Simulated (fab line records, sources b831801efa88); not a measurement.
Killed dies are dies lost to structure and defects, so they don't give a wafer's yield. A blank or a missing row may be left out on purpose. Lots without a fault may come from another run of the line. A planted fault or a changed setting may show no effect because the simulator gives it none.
A struck lot beside a sound one | flow sky130 | 15 steps out of a route of 708
Sound: wafers L283.4, L283.5, L283.6. Struck: wafers L296.1, L296.2, L296.4. The cause comes at the end.
At each step with rows: each side's tool, then ch and its chambers, then its first start. Under that, the readings that differ: sound wafers | struck wafers | difference of the means | sigmas: that difference in standard deviations of wafers without a fault.
alike: readings whose means differ by less than 2 such deviations, and words and numbers that are the same on both sides. not compared: withheld readings, readings that some wafer has no value for, bounds like >300 that may hide the same value, and numbers for which the record gives no deviation and whose values overlap.
The two part at a step that has a row with sigmas, a row that says differs or no value, or rows on one side only. Numbers that don't overlap but have no deviation are shown without sigmas and don't part them. A reading that every wafer of one side lacks parts them only if that side has two wafers or more.

SKY_POLY_GATE_CD_MEAS_22:
  sound on cd_sem-02, day 19 06:46; struck on cd_sem-01, day 22 22:16
  alike: cd_nm
then, 7 steps without rows for these wafers: SKY_LDD_N_DEHYDRATE_00 (time 60 s); SKY_LDD_N_HMDS_01 (prime time 60 s); SKY_LDD_N_COAT_02 (resist thk 300 nm); SKY_LDD_N_SOFTBAKE_03 (time 60 s); SKY_LDD_N_EXPOSE_04 (exposes mask NTM, target cd 840 nm); SKY_LDD_N_PEB_05; SKY_LDD_N_DEVELOP_06 (develop time 60 s).
SKY_LDD_N_OVL_MEAS_07:
  sound on overlay-01, day 20 14:15; struck on overlay-02, day 24 04:05
  alike: LDD_N_OVL
then, 3 steps without rows for these wafers: SKY_LDD_N_IMPLANT_08; SKY_LDD_N_IMPLANT_09; SKY_LDD_N_IMPLANT_10.
SKY_LDD_N_IMPLANT_11:
  sound on implanter-03 ch 0, day 20 14:47; struck on implanter-01 ch 0, day 24 04:34
  reading                | sound                | struck               | difference | sigmas
  rotation_deg (degrees) | 292.94 292.87 292.93 | 353.72 353.77 353.79 | +60.85     | +99 or more
  alike: faraday_current_uA
then, 1 step without rows for these wafers: SKY_LDD_N_IMPLANT_12.
-- the record jumps here: 26 days lie between the struck wafers' starts before and after (it left off in module LDD_N and takes up again in module PAD_OPEN, whose first step shown is number 708 of the route) --
SKY_PAD_OPEN_PROBE_99:
  sound on prober-02, day 47 22:58; struck on prober-02, day 50 00:49
  alike: killed_at_M0_to_M3, killed_at_M4_up, killed_at_contacts, killed_at_front_end, killed_at_other, killed_dies, killed_open, killed_short

WHERE THEY PART
Only at SKY_LDD_N_IMPLANT_11, within this record. Later steps at which nothing parts them and some readings are alike: SKY_PAD_OPEN_PROBE_99.

WHY: what the simulator had put in
Process parameter drift: implanter-01, from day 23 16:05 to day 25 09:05, at SKY_LDD_N_IMPLANT_11. Setting rotation_deg, moved by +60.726, from 293. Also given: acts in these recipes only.
